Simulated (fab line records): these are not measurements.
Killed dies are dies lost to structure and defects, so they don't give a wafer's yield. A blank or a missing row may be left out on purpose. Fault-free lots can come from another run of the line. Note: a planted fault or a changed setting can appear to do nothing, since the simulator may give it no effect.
fab line records | flow sky130 | part 2 of 2: steps 35 to 44 of 44
record: lots: 5 | wafers: 15 | lastDay: 49
route steps=708 shown DNWELL@41 PWDE@45 NWELL@56 VT_ADJUST_HVTP@85
lots with no fault: from the same line, run without faults
startH: start of the lot's first displayed wafer, in hours after the record's first day | waitH: how many hours have passed since the lot's step before this one | " as in the row above | L1.1+2: several wafers, shown together as one row | - either no value or no given start | * or withheld: withheld | < > ~ a bound
route shown NAME@n: names a module that has steps shown in the file, with the first one's number in the route | usual: mean/standard deviation of fault-free wafers | same: alike in all rows | chamber/n: place in a boat | sites: each site's reading | _std_site: their standard deviation | _edge_site: the outer-site mean with the inner-site mean subtracted | radiusMm: how far each site lies from the wafer's centre | mask NAME#n: copy n | behind: the most recent tool/chamber to have shaped the wafer | hold: the reason the lot was held/the length of the hold in hours/how it ended | device: the transistor (n, p or np) that didn't switch | end of line: tests of these same wafers at the route's end | where a step has no rows: the recipe by itself | killed: not the wafer's yield, but the dies lost to structure and defects at the first sort | map: the dies of a wafer, with x for killed, . for not killed, _ for no die there
set.NAME: setting as actually run; set.NAME@STEP: the setting as run at that earlier step | model.NAME: the simulator's own value behind a step, which no gauge read
lots seen at some steps along the route; tables by step, rows by wafer
services: when a tool's chamber went out of use (startH, in hours from the record's first day, below 0 if earlier), for how many hours, and the reason
== steps ==
step: SKY_NWELL_DEVELOP_22
recipe: wallAngleDeg: 90 | developer: TMAH | developTimeS: 60 | devTempC: 23
lot.wafer  | tool          | chamber | startH | waitH
L077.1+3+5 | lithoTrack-03 | 0       | -      | -
L078.2+3+4 | lithoTrack-03 | 0       | -      | -
L086.1+3+5 | lithoTrack-03 | 0       | -      | -
L091.1+4+5 | lithoTrack-02 | 0       | -      | -
L092.2+5+6 | lithoTrack-01 | 0       | -      | -
step: SKY_NWELL_OVL_MEAS_23
usual: NWELL_01_OVL: 0.5/1.5
lot.wafer | tool       | chamber | startH | waitH | NWELL_01_OVL[nm]
L077.1    | overlay-02 | -       | 120.66 | -     | -1.5
L077.3    | "          | -       | "      | "     | -1.9
L077.5    | "          | -       | "      | "     | -0.3
L078.2    | overlay-01 | -       | 124.52 | -     | 2.1
L078.3    | "          | -       | "      | "     | 1.1
L078.4    | "          | -       | "      | "     | 0.9
L086.1    | overlay-01 | -       | 176.26 | -     | 0.0
L086.3    | "          | -       | "      | "     | -1.6
L086.5    | "          | -       | "      | "     | -0.7
L091.1    | overlay-01 | -       | 202.93 | -     | 3.4
L091.4    | "          | -       | "      | "     | 2.8
L091.5    | "          | -       | "      | "     | 1.4
L092.2    | overlay-02 | -       | 207.31 | -     | -0.6
L092.5    | "          | -       | "      | "     | 0.1
L092.6    | "          | -       | "      | "     | -1.7
step: SKY_NWELL_IMPLANT_24
recipe: species: B | energyKev: 140 | doseCm2: 9.2e+12 | tiltDeg: withheld
lot.wafer  | tool         | chamber | startH | waitH
L077.1+3+5 | implanter-01 | 0       | 120.70 | 0.0
L078.2+3+4 | implanter-03 | 0       | 124.57 | 0.0
L086.1+3+5 | implanter-03 | 0       | 176.30 | 0.0
L091.1+4+5 | implanter-03 | 0       | 202.97 | 0.0
L092.2+5+6 | implanter-03 | 0       | 207.37 | 0.0
step: SKY_NWELL_STRIP_25
recipe: chemistry: O2/N2 | powerW: 1400 | pressureMtorr: 1500 | platenTempC: withheld | o2FlowSccm: 3000 | n2FlowSccm: 300 | overashFraction: 0.5
usual: drypumpMotorCurrentA: 5.7/0.57 | n2FlowSccm: 300.0/0.84 | oesProductAu: 0.723/0.0048 | stripTimeToEndpointS: 36.89/0.13
lot.wafer | tool           | chamber | startH | waitH | drypumpMotorCurrentA | n2FlowSccm | oesProductAu | rfHoursCounterH | stripTimeToEndpointS
L077.1    | plasmaAsher-01 | 0       | 120.85 | 0.1   | 6.1                  | 300.5      | 0.724        | 31              | 36.69
L077.3    | "              | 0       | "      | "     | 6.2                  | 299.8      | 0.727        | -               | 36.78
L077.5    | "              | 0       | "      | "     | 6.1                  | 299.3      | 0.726        | -               | 36.68
L078.2    | plasmaAsher-02 | 1       | 124.70 | 0.1   | 6.4                  | 299.3      | 0.724        | 42              | 36.82
L078.3    | "              | 0       | "      | "     | 5.1                  | 300.5      | 0.722        | -               | 36.99
L078.4    | "              | 1       | "      | "     | 6.4                  | 300.2      | 0.726        | -               | 36.91
L086.1    | plasmaAsher-02 | 1       | 176.45 | 0.1   | 6.4                  | 302.5      | 0.727        | 46              | 36.99
L086.3    | "              | 1       | "      | "     | 6.4                  | 299.6      | 0.726        | -               | 37.00
L086.5    | "              | 1       | "      | "     | 6.4                  | 301.9      | 0.718        | -               | 36.96
L091.1    | plasmaAsher-02 | 1       | 203.12 | 0.1   | 6.4                  | 299.4      | 0.729        | 49              | 36.90
L091.4    | "              | 0       | "      | "     | 5.1                  | 299.1      | 0.712        | -               | 36.99
L091.5    | "              | 1       | "      | "     | 6.4                  | 301.5      | 0.722        | -               | 36.93
L092.2    | plasmaAsher-04 | 1       | 207.49 | 0.1   | 5.7                  | 299.5      | 0.717        | 53              | 37.02
L092.5    | "              | 0       | "      | "     | 5.9                  | 300.9      | 0.726        | -               | 37.05
L092.6    | "              | 1       | "      | "     | 5.7                  | 299.6      | 0.727        | -               | 37.02
step: SKY_NWELL_TW_MEAS_26
usual: NWELL_2_TW: 496/5.3
lot.wafer | tool         | chamber | startH | waitH | NWELL_2_TW
L077.1    | filmMetro-02 | -       | 120.95 | 0.1   | 498
L077.3    | "            | -       | "      | "     | 495
L077.5    | "            | -       | "      | "     | 498
L078.2    | filmMetro-04 | -       | 124.81 | 0.1   | 490
L078.3    | "            | -       | "      | "     | 492
L078.4    | "            | -       | "      | "     | 487
L086.1    | filmMetro-03 | -       | 176.55 | 0.1   | 500
L086.3    | "            | -       | "      | "     | 504
L086.5    | "            | -       | "      | "     | 505
L091.1    | filmMetro-03 | -       | 203.22 | 0.1   | 502
L091.4    | "            | -       | "      | "     | 502
L091.5    | "            | -       | "      | "     | 504
L092.2    | filmMetro-03 | -       | 207.60 | 0.1   | 505
L092.5    | "            | -       | "      | "     | 504
L092.6    | "            | -       | "      | "     | 503
step: SKY_NWELL_CLEAN_27
recipe: chemistry: SC1/SC2 | mix: 1:4:20 | tempC: 70 | timeS: 150 | dry: n2Spin
lot.wafer  | tool        | chamber | startH | waitH
L077.1+3+5 | wetBench-01 | 0       | 121.01 | 0.1
L078.2+3+4 | wetBench-04 | 0       | 124.86 | 0.0
L086.1+3+5 | wetBench-03 | 2       | 176.61 | 0.1
L091.1+4+5 | wetBench-01 | 0       | 203.28 | 0.1
L092.2+5+6 | wetBench-01 | 1       | 207.65 | 0.0
step: SKY_NWELL_RTA_28
recipe: tempC: 1050 | timeS: 30 | idleTempC: 650 | rampUpCPerS: 150 | rampDownCPerS: 90 | ambient: N2
usual: annealTempCMax: 1055.0/1.4 | lampPowerPct: 25.30/0.055 | rampDownCPerS: 90.000/0.017 | wafer_temp_C_max: 1054.9/0.97
lot.wafer | tool         | chamber | startH | waitH | annealTempCMax | lampPowerPct | rampDownCPerS | wafer_temp_C_max
L077.1    | rtpAnneal-01 | 0       | 121.06 | 0.0   | 1053.0         | 25.33        | 90.010        | 1053.8
L077.3    | "            | 0       | "      | "     | 1054.7         | 25.34        | 90.001        | 1054.9
L077.5    | "            | 0       | "      | "     | 1053.9         | 25.42        | 90.005        | 1053.7
L078.2    | rtpAnneal-02 | 0       | 124.92 | 0.0   | 1054.1         | 25.36        | 89.999        | 1055.4
L078.3    | "            | 0       | "      | "     | 1056.4         | 25.27        | 90.025        | 1054.1
L078.4    | "            | 0       | "      | "     | 1055.6         | 25.31        | 89.952        | 1053.5
L086.1    | rtpAnneal-02 | 0       | 176.66 | 0.0   | 1055.4         | 25.26        | 89.996        | 1055.8
L086.3    | "            | 0       | "      | "     | 1053.8         | 25.37        | 90.002        | 1056.8
L086.5    | "            | 0       | "      | "     | 1055.7         | 25.29        | 90.011        | 1054.5
L091.1    | rtpAnneal-02 | 0       | 203.33 | 0.0   | 1056.3         | 25.19        | 89.978        | 1054.6
L091.4    | "            | 0       | "      | "     | 1056.0         | 25.26        | 90.018        | 1053.9
L091.5    | "            | 0       | "      | "     | 1055.4         | 25.30        | 89.982        | 1055.0
L092.2    | rtpAnneal-02 | 0       | 207.73 | 0.0   | 1053.9         | 25.39        | 89.996        | 1056.3
L092.5    | "            | 0       | "      | "     | 1055.8         | 25.31        | 89.997        | 1055.1
L092.6    | "            | 0       | "      | "     | 1055.0         | 25.27        | 89.981        | 1054.6
step: SKY_NWELL_RS_MEAS_29
recipe: thkMeasGauge: four-point-probe
usual: NWELL_RS: 624.1/1.8
lot.wafer | tool         | chamber | startH | waitH | NWELL_RS[ohm/sq]
L077.1    | filmMetro-03 | -       | 121.16 | 0.1   | 624.9
L077.3    | "            | -       | "      | "     | 624.7
L077.5    | "            | -       | "      | "     | 623.2
L078.2    | filmMetro-03 | -       | 125.03 | 0.1   | 626.0
L078.3    | "            | -       | "      | "     | 622.4
L078.4    | "            | -       | "      | "     | 623.6
L086.1    | filmMetro-04 | -       | 176.86 | 0.2   | 622.9
L086.3    | "            | -       | "      | "     | 623.8
L086.5    | "            | -       | "      | "     | 623.5
L091.1    | filmMetro-04 | -       | 203.43 | 0.1   | 627.1
L091.4    | "            | -       | "      | "     | 626.0
L091.5    | "            | -       | "      | "     | 626.1
L092.2    | filmMetro-04 | -       | 207.83 | 0.1   | 621.7
L092.5    | "            | -       | "      | "     | 622.9
L092.6    | "            | -       | "      | "     | 622.5
step: SKY_NWELL_RS_MEAS_31
recipe: thkMeasGauge: four-point-probe
usual: PWDE_RS: 5274/16
lot.wafer | tool         | chamber | startH | waitH | PWDE_RS[ohm/sq]
L077.1    | filmMetro-03 | -       | 121.40 | 0.1   | 5286
L077.3    | "            | -       | "      | "     | 5290
L077.5    | "            | -       | "      | "     | 5286
L078.2    | filmMetro-03 | -       | 125.27 | 0.1   | 5287
L078.3    | "            | -       | "      | "     | 5276
L078.4    | "            | -       | "      | "     | 5295
L086.1    | filmMetro-04 | -       | 177.10 | 0.1   | 5283
L086.3    | "            | -       | "      | "     | 5279
L086.5    | "            | -       | "      | "     | 5278
L091.1    | filmMetro-04 | -       | 203.67 | 0.1   | 5269
L091.4    | "            | -       | "      | "     | 5275
L091.5    | "            | -       | "      | "     | 5271
L092.2    | filmMetro-04 | -       | 208.07 | 0.1   | 5280
L092.5    | "            | -       | "      | "     | 5274
L092.6    | "            | -       | "      | "     | 5254
step: SKY_VT_ADJUST_HVTP_DEHYDRATE_00
recipe: tempC: 200 | timeS: 60
lot.wafer  | tool          | chamber | startH | waitH
L077.1+3+5 | lithoTrack-02 | 0       | 130.18 | 8.8
L078.2+3+4 | lithoTrack-04 | 0       | 134.24 | 9.0
L086.1+3+5 | lithoTrack-04 | 0       | 186.22 | 9.1
L091.1+4+5 | lithoTrack-01 | 0       | 214.66 | 11.0
L092.2+5+6 | lithoTrack-01 | 0       | 218.73 | 10.6
== services ==
tool            | chamber | startH | hours | kind
implanter-03    | -       | 46.65  | 4.6   | pm
implanter-04    | -       | 70.37  | 1.3   | repair
implanter-02    | -       | 72.55  | 2.5   | repair
plasmaAsher-04  | -       | 74.43  | 5.3   | repair
lithoTrack-01   | -       | 78.56  | -     | consumableReplace:filter
ilineStepper-01 | -       | 82.43  | 2.1   | pm
ilineStepper-01 | -       | 84.52  | -     | consumableReplace:lamp
ilineStepper-01 | -       | 93.98  | 22.4  | repair
plasmaAsher-02  | -       | 100.66 | 4.5   | repair
implanter-03    | -       | 103.79 | 3.0   | pm
plasmaAsher-04  | -       | 103.96 | 1.4   | repair
plasmaAsher-03  | -       | 108.75 | 9.0   | pm
implanter-04    | -       | 123.74 | 2.7   | repair
implanter-04    | -       | 136.07 | 2.3   | repair
ilineStepper-02 | -       | 143.34 | 1.7   | pm
implanter-02    | -       | 150.32 | 4.5   | pm
ilineStepper-02 | 0       | 158.54 | -     | calibration
plasmaAsher-02  | -       | 162.67 | 11.3  | repair
rtpAnneal-01    | -       | 169.74 | 62.9  | pm
plasmaAsher-01  | -       | 188.62 | 6.2   | repair
ilineStepper-01 | 0       | 194.12 | -     | calibration
plasmaAsher-02  | -       | 204.79 | 2.6   | repair
ilineStepper-02 | -       | 205.57 | 1.6   | repair
ilineStepper-01 | -       | 210.57 | 1.7   | pm
